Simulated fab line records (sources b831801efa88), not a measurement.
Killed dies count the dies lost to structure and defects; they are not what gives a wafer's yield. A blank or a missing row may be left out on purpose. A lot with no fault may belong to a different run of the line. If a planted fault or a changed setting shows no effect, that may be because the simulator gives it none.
The tool behind it: which one? || flow sky130 || Sampling: 13 lots, 38 wafers, 5 of 708 route steps

WHAT THE GAUGES READ, wafer by wafer
SKY_VT_ADJUST_LVTN_TW_MEAS_10.
{"lot": "L857", "measured": "day 7 07:41", "on": "film-metro-01", "VT_ADJUST_LVTN_TW": "243 243 243"}
{"lot": "L858", "measured": "day 7 23:07", "on": "film-metro-04", "VT_ADJUST_LVTN_TW": "235 237 235"}
{"lot": "L860", "measured": "day 8 07:39", "on": "film-metro-02", "VT_ADJUST_LVTN_TW": "236 238 238"}
{"lot": "L862", "measured": "day 8 17:02", "on": "film-metro-01", "VT_ADJUST_LVTN_TW": "243 243 242"}
{"lot": "L863", "measured": "day 8 17:41", "on": "film-metro-04", "VT_ADJUST_LVTN_TW": "235 234 236"}
{"lot": "L864", "measured": "day 9 09:12", "on": "film-metro-04", "VT_ADJUST_LVTN_TW": "233 233 235"}
{"lot": "L865", "measured": "day 9 11:18", "on": "film-metro-01", "VT_ADJUST_LVTN_TW": "243 244 243"}
{"lot": "L866", "measured": "day 9 18:26", "on": "film-metro-01", "VT_ADJUST_LVTN_TW": "243 243 243"}
{"lot": "L868", "measured": "day 10 01:16", "on": "film-metro-04", "VT_ADJUST_LVTN_TW": "237 236 238"}
{"lot": "L869", "measured": "day 10 06:24", "on": "film-metro-02", "VT_ADJUST_LVTN_TW": "239 237 239"}
{"lot": "L870", "measured": "day 10 22:02", "on": "film-metro-02", "VT_ADJUST_LVTN_TW": "238 240 238"}
{"lot": "L872", "measured": "day 11 14:54", "on": "film-metro-02", "VT_ADJUST_LVTN_TW": "239 239"}
{"lot": "L879", "measured": "day 12 20:43", "on": "film-metro-04", "VT_ADJUST_LVTN_TW": "236 236 235"}

SKY_VT_ADJUST_LVTN_TW_MEAS_21.
{"lot": "L857", "measured": "day 8 03:00", "on": "film-metro-02", "VT_ADJUST_LVTN_2_TW": "184.8 185.4 186.1"}
{"lot": "L858", "measured": "day 8 19:55", "on": "film-metro-01", "VT_ADJUST_LVTN_2_TW": "188.3 189.0 189.0"}
{"lot": "L860", "measured": "day 9 05:20", "on": "film-metro-04", "VT_ADJUST_LVTN_2_TW": "181.8 181.0 181.7"}
{"lot": "L862", "measured": "day 9 17:36", "on": "film-metro-04", "VT_ADJUST_LVTN_2_TW": "182.0 181.7 181.8"}
{"lot": "L863", "measured": "day 9 17:47", "on": "film-metro-02", "VT_ADJUST_LVTN_2_TW": "185.9 185.9 186.5"}
{"lot": "L864", "measured": "day 10 06:54", "on": "film-metro-02", "VT_ADJUST_LVTN_2_TW": "185.3 185.1 186.5"}
{"lot": "L865", "measured": "day 10 09:44", "on": "film-metro-04", "VT_ADJUST_LVTN_2_TW": "184.3 184.0 183.7"}
{"lot": "L866", "measured": "day 10 17:34", "on": "film-metro-02", "VT_ADJUST_LVTN_2_TW": "185.4 186.0 185.2"}
{"lot": "L868", "measured": "day 11 00:16", "on": "film-metro-02", "VT_ADJUST_LVTN_2_TW": "187.7 187.6 186.5"}
{"lot": "L869", "measured": "day 11 05:48", "on": "film-metro-02", "VT_ADJUST_LVTN_2_TW": "186.6 185.7 186.4"}
{"lot": "L870", "measured": "day 11 21:07", "on": "film-metro-02", "VT_ADJUST_LVTN_2_TW": "177.7 188.0 187.2"}
{"lot": "L872", "measured": "day 12 14:29", "on": "film-metro-02", "VT_ADJUST_LVTN_2_TW": "185.8 177.6"}
{"lot": "L879", "measured": "day 13 21:44", "on": "film-metro-02", "VT_ADJUST_LVTN_2_TW": "186.3 185.9 186.1"}

SKY_VT_ADJUST_HVTR_CD_MEAS_07: target cd 380 nm.
{"lot": "L857", "measured": "day 9 22:01", "on": "cd-sem-01", "cd-nm (nm)": "380.7 379.9 381.4"}
{"lot": "L858", "measured": "day 10 17:19", "on": "cd-sem-02", "cd-nm (nm)": "378.4 379.5 377.9"}
{"lot": "L860", "measured": "day 11 00:28", "on": "cd-sem-01", "cd-nm (nm)": "378.8 379.0 379.0"}
{"lot": "L862", "measured": "day 11 14:55", "on": "cd-sem-01", "cd-nm (nm)": "378.2 379.2 378.3"}
{"lot": "L863", "measured": "day 11 15:10", "on": "cd-sem-02", "cd-nm (nm)": "384.0 384.2 382.4"}
{"lot": "L864", "measured": "day 12 04:46", "on": "cd-sem-01", "cd-nm (nm)": "376.3 376.9 379.5"}
{"lot": "L865", "measured": "day 12 08:13", "on": "cd-sem-02", "cd-nm (nm)": "379.1 378.2 380.4"}
{"lot": "L866", "measured": "day 12 16:05", "on": "cd-sem-02", "cd-nm (nm)": "381.5 377.0 380.8"}
{"lot": "L868", "measured": "day 12 23:30", "on": "cd-sem-02", "cd-nm (nm)": "379.3 377.1 376.4"}
{"lot": "L869", "measured": "day 13 06:23", "on": "cd-sem-02", "cd-nm (nm)": "382.7 384.1 384.9"}
{"lot": "L870", "measured": "day 13 22:54", "on": "cd-sem-02", "cd-nm (nm)": "383.8 383.3 379.9"}
{"lot": "L872", "measured": "day 14 18:04", "on": "cd-sem-02", "cd-nm (nm)": "380.6 379.7"}
{"lot": "L879", "measured": "day 16 02:24", "on": "cd-sem-02", "cd-nm (nm)": "381.1 380.9 380.7"}

WHAT TOOL EACH LOT RAN ON (gives the tool, then ch and the chambers of the sampled wafers, and finally the start)
{"lot": "L857", "SKY_VT_ADJUST_LVTN_IMPLANT_19": "implanter-01 ch 0, day 8 02:45", "SKY_VT_ADJUST_LVTN_STRIP_20": "plasma-asher-01 ch 0,1, day 8 02:54"}
{"lot": "L858", "SKY_VT_ADJUST_LVTN_IMPLANT_19": "implanter-02 ch 0, day 8 19:40", "SKY_VT_ADJUST_LVTN_STRIP_20": "plasma-asher-03 ch 0,1, day 8 19:48"}
{"lot": "L860", "SKY_VT_ADJUST_LVTN_IMPLANT_19": "implanter-03 ch 0, day 9 05:05", "SKY_VT_ADJUST_LVTN_STRIP_20": "plasma-asher-03 ch 0,1, day 9 05:14"}
{"lot": "L862", "SKY_VT_ADJUST_LVTN_IMPLANT_19": "implanter-03 ch 0, day 9 17:21", "SKY_VT_ADJUST_LVTN_STRIP_20": "plasma-asher-01 ch 0,1, day 9 17:30"}
{"lot": "L863", "SKY_VT_ADJUST_LVTN_IMPLANT_19": "implanter-01 ch 0, day 9 17:32", "SKY_VT_ADJUST_LVTN_STRIP_20": "plasma-asher-03 ch 0,1, day 9 17:41"}
{"lot": "L864", "SKY_VT_ADJUST_LVTN_IMPLANT_19": "implanter-03 ch 0, day 10 06:39", "SKY_VT_ADJUST_LVTN_STRIP_20": "plasma-asher-01 ch 0,1, day 10 06:48"}
{"lot": "L865", "SKY_VT_ADJUST_LVTN_IMPLANT_19": "implanter-01 ch 0, day 10 09:29", "SKY_VT_ADJUST_LVTN_STRIP_20": "plasma-asher-01 ch 0,1, day 10 09:38"}
{"lot": "L866", "SKY_VT_ADJUST_LVTN_IMPLANT_19": "implanter-01 ch 0, day 10 17:19", "SKY_VT_ADJUST_LVTN_STRIP_20": "plasma-asher-01 ch 0, day 10 17:27"}
{"lot": "L868", "SKY_VT_ADJUST_LVTN_IMPLANT_19": "implanter-01 ch 0, day 11 00:03", "SKY_VT_ADJUST_LVTN_STRIP_20": "plasma-asher-03 ch 0,1, day 11 00:11"}
{"lot": "L869", "SKY_VT_ADJUST_LVTN_IMPLANT_19": "implanter-03 ch 0, day 11 05:35", "SKY_VT_ADJUST_LVTN_STRIP_20": "plasma-asher-02 ch 0,1, day 11 05:43"}
{"lot": "L870", "SKY_VT_ADJUST_LVTN_IMPLANT_19": "implanter-01 ch 0, day 11 20:54", "SKY_VT_ADJUST_LVTN_STRIP_20": "plasma-asher-03 ch 0,1, day 11 21:01"}
{"lot": "L872", "SKY_VT_ADJUST_LVTN_IMPLANT_19": "implanter-01 ch 0, day 12 14:15", "SKY_VT_ADJUST_LVTN_STRIP_20": "plasma-asher-02 ch 0,1, day 12 14:23"}
{"lot": "L879", "SKY_VT_ADJUST_LVTN_IMPLANT_19": "implanter-02 ch 0, day 13 21:31", "SKY_VT_ADJUST_LVTN_STRIP_20": "plasma-asher-02 ch 0,1, day 13 21:38"}
- SKY_VT_ADJUST_LVTN_IMPLANT_19
- SKY_VT_ADJUST_LVTN_STRIP_20: strips in O2/N2.

AS READ BY THE TOOLS THEMSELVES (means over the sampled wafers that have a number; for cases with no such wafer, the mark the record gives instead)
SKY_VT_ADJUST_LVTN_IMPLANT_19.
{"lot": "L857", "tool": "implanter-01", "end-station-pressure-torr (Torr)": 4.92e-06, "faraday-current-uA": 3.67}
{"lot": "L858", "tool": "implanter-02", "end-station-pressure-torr (Torr)": 4.98e-06, "faraday-current-uA": 3.69}
{"lot": "L860", "tool": "implanter-03", "end-station-pressure-torr (Torr)": 4.81e-06, "faraday-current-uA": 3.66}
{"lot": "L862", "tool": "implanter-03", "end-station-pressure-torr (Torr)": 4.74e-06, "faraday-current-uA": 3.67}
{"lot": "L863", "tool": "implanter-01", "end-station-pressure-torr (Torr)": 4.88e-06, "faraday-current-uA": 3.65}
{"lot": "L864", "tool": "implanter-03", "end-station-pressure-torr (Torr)": 5.10e-06, "faraday-current-uA": 3.70}
{"lot": "L865", "tool": "implanter-01", "end-station-pressure-torr (Torr)": 5.12e-06, "faraday-current-uA": 3.69}
{"lot": "L866", "tool": "implanter-01", "end-station-pressure-torr (Torr)": 4.95e-06, "faraday-current-uA": 3.63}
{"lot": "L868", "tool": "implanter-01", "end-station-pressure-torr (Torr)": 5.10e-06, "faraday-current-uA": 3.67}
{"lot": "L869", "tool": "implanter-03", "end-station-pressure-torr (Torr)": 4.84e-06, "faraday-current-uA": 3.63}
{"lot": "L870", "tool": "implanter-01", "end-station-pressure-torr (Torr)": 5.07e-06, "faraday-current-uA": 3.70}
{"lot": "L872", "tool": "implanter-01", "end-station-pressure-torr (Torr)": 4.88e-06, "faraday-current-uA": 3.62}
{"lot": "L879", "tool": "implanter-02", "end-station-pressure-torr (Torr)": 4.90e-06, "faraday-current-uA": 3.72}

SKY_VT_ADJUST_LVTN_STRIP_20.
{"lot": "L857", "tool": "plasma-asher-01", "drypump-motor-current-A (A)": 5.5, "oes-product-au (a.u.)": 0.716, "strip-time-to-endpoint-s (s)": 14.17}
{"lot": "L858", "tool": "plasma-asher-03", "drypump-motor-current-A (A)": 5.8, "oes-product-au (a.u.)": 0.711, "strip-time-to-endpoint-s (s)": 14.16}
{"lot": "L860", "tool": "plasma-asher-03", "drypump-motor-current-A (A)": 6.0, "oes-product-au (a.u.)": 0.714, "strip-time-to-endpoint-s (s)": 14.12}
{"lot": "L862", "tool": "plasma-asher-01", "drypump-motor-current-A (A)": 5.2, "oes-product-au (a.u.)": 0.713, "strip-time-to-endpoint-s (s)": 14.22}
{"lot": "L863", "tool": "plasma-asher-03", "drypump-motor-current-A (A)": 6.0, "oes-product-au (a.u.)": 0.716, "strip-time-to-endpoint-s (s)": 14.11}
{"lot": "L864", "tool": "plasma-asher-01", "drypump-motor-current-A (A)": 5.5, "oes-product-au (a.u.)": 0.715, "strip-time-to-endpoint-s (s)": 14.18}
{"lot": "L865", "tool": "plasma-asher-01", "drypump-motor-current-A (A)": 5.5, "oes-product-au (a.u.)": 0.720, "strip-time-to-endpoint-s (s)": 14.17}
{"lot": "L866", "tool": "plasma-asher-01", "drypump-motor-current-A (A)": 5.8, "oes-product-au (a.u.)": 0.714, "strip-time-to-endpoint-s (s)": 14.21}
{"lot": "L868", "tool": "plasma-asher-03", "drypump-motor-current-A (A)": 6.0, "oes-product-au (a.u.)": 0.716, "strip-time-to-endpoint-s (s)": 14.20}
{"lot": "L869", "tool": "plasma-asher-02", "drypump-motor-current-A (A)": 6.0, "oes-product-au (a.u.)": 0.709, "strip-time-to-endpoint-s (s)": 14.12}
{"lot": "L870", "tool": "plasma-asher-03", "drypump-motor-current-A (A)": 6.0, "oes-product-au (a.u.)": 0.719, "strip-time-to-endpoint-s (s)": 14.19}
{"lot": "L872", "tool": "plasma-asher-02", "drypump-motor-current-A (A)": 6.2, "oes-product-au (a.u.)": 0.720, "strip-time-to-endpoint-s (s)": 14.14}
{"lot": "L879", "tool": "plasma-asher-02", "drypump-motor-current-A (A)": 6.0, "oes-product-au (a.u.)": 0.715, "strip-time-to-endpoint-s (s)": 14.19}

THE ANSWER, worked out from the rows above alone
Rule: usual is defined by the lots themselves. Put in order of their means at a reading, lots are off if they are a third of the lots or fewer, leave a main group of 4 or more, and stand apart from it by a gap of 3 or more times the standard deviation of the main group's means; of several such gaps the widest counts. The tables above print the reading to a certain number of digits; a main group whose means all agree to those digits is not used. A lot without any number at a reading at which 4 lots or more have one is off too. Any other lot the step has rows for is counted as sound. After the gauges, taken in route order, come the tools' own readings; for these a lot's mean is taken, as printed above. At the first step where some lot is off, the reading lying furthest off is the one used; lots without a number count as furthest.
Across all readings shown, no lot is off: no conclusion can be drawn from this.

WHAT WAS PUT IN BY THE SIMULATOR
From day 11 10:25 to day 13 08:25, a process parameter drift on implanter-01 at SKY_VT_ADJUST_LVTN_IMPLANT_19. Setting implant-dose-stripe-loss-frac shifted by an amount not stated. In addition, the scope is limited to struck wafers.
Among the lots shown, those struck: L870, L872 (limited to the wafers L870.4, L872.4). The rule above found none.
